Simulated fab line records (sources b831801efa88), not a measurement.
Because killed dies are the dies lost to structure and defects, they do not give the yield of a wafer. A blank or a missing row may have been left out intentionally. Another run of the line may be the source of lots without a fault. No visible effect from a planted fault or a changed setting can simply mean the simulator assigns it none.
A struck lot beside a sound one + flow sfq line + 42 out of 325 route steps
Sound: these wafers, L548.1, L548.2, L548.6. Wafers struck: L558.1, L558.5, L558.6. Last of all comes the cause.
Per side, at each step with rows, come the tool, then ch with its chambers, and then its first start. Under that, the readings that differ: sound wafers + struck wafers + difference of the means + sigmas: that difference in standard deviations of wafers without a fault.
alike: readings whose means differ by less than 2 such deviations, and words and numbers that are the same on both sides. not compared: withheld readings, readings that some wafer has no value for, bounds like >300 that may hide the same value, and numbers for which the record gives no deviation and whose values overlap.
The two part at a step that has a row with sigmas, a row that says differs or no value, or rows on one side only. When numbers do not overlap yet have no deviation, they are printed without sigmas and do not part them. A reading that every wafer of one side lacks parts them only if that side has two wafers or more.

first, 6 steps without rows for these wafers: SFQ_TRILAYER_L0_VIA_LITHO_COAT_018 (resist thk 62 nm); SFQ_TRILAYER_L0_VIA_LITHO_COAT_013 (resist thk 650 nm); SFQ_TRILAYER_L0_VIA_LITHO_SOFTBAKE_017; SFQ_TRILAYER_L0_VIA_LITHO_EXPOSE_014 (exposes mask L0V, target cd 700 nm); SFQ_TRILAYER_L0_VIA_LITHO_PEB_016 (peb time 60 s); SFQ_TRILAYER_L0_VIA_LITHO_DEVELOP_015 (time 60 s).
SFQ_L0V_OVL_MEAS_903:
  sound on overlay-02 at day 8 08:55; struck on overlay-02 at day 10 23:46
  alike: L0V_OVL
SFQ_TRILAYER_L0_VIA_BARC_OPEN_VIA_ETCH_021: etches BARC in O2, target depth 125 nm, time 41.7 s.
  sound on rie diel-02 ch 2,3, day 8 08:57; struck on rie diel-02 ch 2,3, day 10 23:48
  alike: drypump motor current A, oes product au, rf fwd power W
  not compared: rf hours counter h
then, 4 steps without rows for these wafers: SFQ_TRILAYER_L0_VIA_ETCH_VIA_ETCH_016 (etches SiO2 in CHF3, stops on MoNx KI, target depth 80 nm); SFQ_TRILAYER_L0_VIA_STRIP_STRIP_017 (strips in O2); SFQ_TRILAYER_L0_VIA_STRIP_SOLV_CLEAN_018 (cleans in NMP, time 600 s); SFQ_TRILAYER_M0_DEP_PRE_CLEAN_020 (time 15 s).
SFQ_TRILAYER_M0_DEP_SPUTTER_019: material Nb, target thk 200 nm, time 133.3 s.
  sound on pvd sputter-04 at day 8 09:50; struck on pvd sputter-04 at day 11 00:41
| reading                                             | sound                | struck               | difference | sigmas      |
|-----------------------------------------------------|----------------------|----------------------|------------|-------------|
| cathode dc power W (W)                              | 2000.5 1999.6 1999.8 | 2468.0 2467.7 2467.8 | +467.9     | +99 or more |
| model.Nb_of_TRILAYER_M0_DEP_SPUTTER_019.thk nm (nm) | 204 201.9 203.2      | 244.8 243.9 245.4    | +41.7      |             |
  alike: throttle valve pct
SFQ_M0_RS_MEAS_904: a four-point-probe measurement.
  sound on film metro-03 at day 8 09:55; struck on film metro-01 at day 11 00:47
| reading           | sound             | struck            | difference | sigmas |
|-------------------|-------------------|-------------------|------------|--------|
| M0_NB_RS (ohm/sq) | 0.873 0.882 0.877 | 0.727 0.729 0.726 | -0.150     | -13    |
then, 6 steps without rows for these wafers: SFQ_TRILAYER_M0_LITHO_COAT_026 (resist thk 62 nm); SFQ_TRILAYER_M0_LITHO_COAT_021 (resist thk 600 nm); SFQ_TRILAYER_M0_LITHO_SOFTBAKE_025; SFQ_TRILAYER_M0_LITHO_EXPOSE_022 (exposes mask M0, target cd 500 nm); SFQ_TRILAYER_M0_LITHO_PEB_024 (peb time 60 s); SFQ_TRILAYER_M0_LITHO_DEVELOP_023 (time 60 s).
-- the record jumps here: 4 days lie between the struck wafers' starts before and after --
SFQ_M0_OVL_MEAS_906:
  sound on overlay-01 at day 11 19:42; struck on overlay-01 at day 15 02:57
  alike: M0_OVL
then, 1 step without rows for these wafers: SFQ_TRILAYER_M0_BARC_OPEN_METAL_ETCH_031 (etches BARC in O2, target depth 125 nm, time 41.7 s).
SFQ_TRILAYER_M0_ETCH_METAL_ETCH_024: etches Nb in Cl2/Ar, stops on SiO2, target depth 240 nm, time 120 s.
  sound on rie metal-04 ch 0,1, day 11 19:48; struck on rie metal-04 ch 0,1, day 15 03:03
| reading               | sound             | struck            | difference | sigmas |
|-----------------------|-------------------|-------------------|------------|--------|
| oes product au (a.u.) | 0.898 0.908 0.902 | 1.000 1.000 0.996 | +0.096     | +12    |
  alike: drypump motor current A, rf fwd power W
  not compared: rf hours counter h
SFQ_TRILAYER_M0_STRIP_STRIP_025: strips in O2.
  sound on rie metal-04 ch 0,1, day 11 19:55; struck on rie metal-04 ch 0,1, day 15 03:10
  alike: drypump motor current A, oes product au
  not compared: rf hours counter h
then, 3 steps without rows for these wafers: SFQ_TRILAYER_M0_STRIP_SOLV_CLEAN_026 (cleans in NMP, time 600 s); SFQ_TRILAYER_I0_DEP_PECVD_027 (deposits SiO2 from SiH4/N2O, time 111.11 s, target thk 500 nm); SFQ_TRILAYER_I0_CMP_CMP_028 (polishes SiO2).
SFQ_I0_BOW_MEAS_907:
  sound on film metro-04 at day 12 00:50; struck on film metro-02 at day 15 07:04
  alike: I0_BOW
SFQ_TRILAYER_I0_METRO_MEASURE_029:
  sound on film metro-04 at day 12 00:58; struck on film metro-02 at day 15 07:11
  alike: thk nm
then, 6 steps without rows for these wafers: SFQ_TRILAYER_I0_VIA_LITHO_COAT_036 (resist thk 62 nm); SFQ_TRILAYER_I0_VIA_LITHO_COAT_031 (resist thk 650 nm); SFQ_TRILAYER_I0_VIA_LITHO_SOFTBAKE_035; SFQ_TRILAYER_I0_VIA_LITHO_EXPOSE_032 (exposes mask I0, target cd 500 nm); SFQ_TRILAYER_I0_VIA_LITHO_PEB_034 (peb time 60 s); SFQ_TRILAYER_I0_VIA_LITHO_DEVELOP_033 (time 60 s).
-- the record jumps here: 6 days lie between the struck wafers' starts before and after --
SFQ_I0_OVL_MEAS_908:
  sound on overlay-02 at day 16 16:47; struck on overlay-02 at day 21 11:45
| reading     | sound  | struck     | difference | sigmas |
|-------------|--------|------------|------------|--------|
| I0_OVL (nm) | -4 3 2 | -13 -17 -7 | -13        | -3     |
then, 1 step without rows for these wafers: SFQ_TRILAYER_I0_VIA_BARC_OPEN_VIA_ETCH_046 (etches BARC in O2, target depth 125 nm, time 41.7 s).
SFQ_TRILAYER_I0_VIA_ETCH_VIA_ETCH_034: etches SiO2 in CHF3, stops on Nb, target depth 260 nm.
  sound on rie diel-01 ch 0,1,2, day 16 16:52; struck on rie diel-03 ch 1,2, day 21 11:50
  alike: drypump motor current A, oes product au, rf fwd power W
SFQ_TRILAYER_I0_VIA_STRIP_STRIP_035: strips in O2.
  sound on rie metal-02 ch 0,1, day 16 16:59; struck on rie metal-04 ch 0,1, day 21 11:56
  alike: drypump motor current A, oes product au
  not compared: rf hours counter h
then, 2 steps without rows for these wafers: SFQ_TRILAYER_I0_VIA_STRIP_SOLV_CLEAN_036 (cleans in NMP, time 600 s); SFQ_TRILAYER_M1_DEP_PRE_CLEAN_038 (time 22.5 s).
-- the record jumps here: 58 days lie between the struck wafers' starts before and after --
SFQ_M8_BOW_MEAS_951:
  sound on film metro-02 at day 76 18:06; struck on film metro-03 at day 79 14:41
| reading               | sound                | struck               | difference | sigmas |
|-----------------------|----------------------|----------------------|------------|--------|
| M8_BOW (um)           | 26 28 46             | -12 -6 -5            | -41        | -4     |
| model.etest.m0.ohm sq | 0.8733 0.8824 0.8769 | 0.7277 0.7304 0.7259 | -0.1495    |        |
  not compared: model.etest.m0.comb log10 ohm

== WHERE THEY PART ==
First at SFQ_TRILAYER_M0_DEP_SPUTTER_019; last, within this record, at SFQ_M8_BOW_MEAS_951.

WHY: what had been put in by the simulator
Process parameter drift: pvd sputter-04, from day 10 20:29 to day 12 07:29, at SFQ_TRILAYER_M0_DEP_SPUTTER_019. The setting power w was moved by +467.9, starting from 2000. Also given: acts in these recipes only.
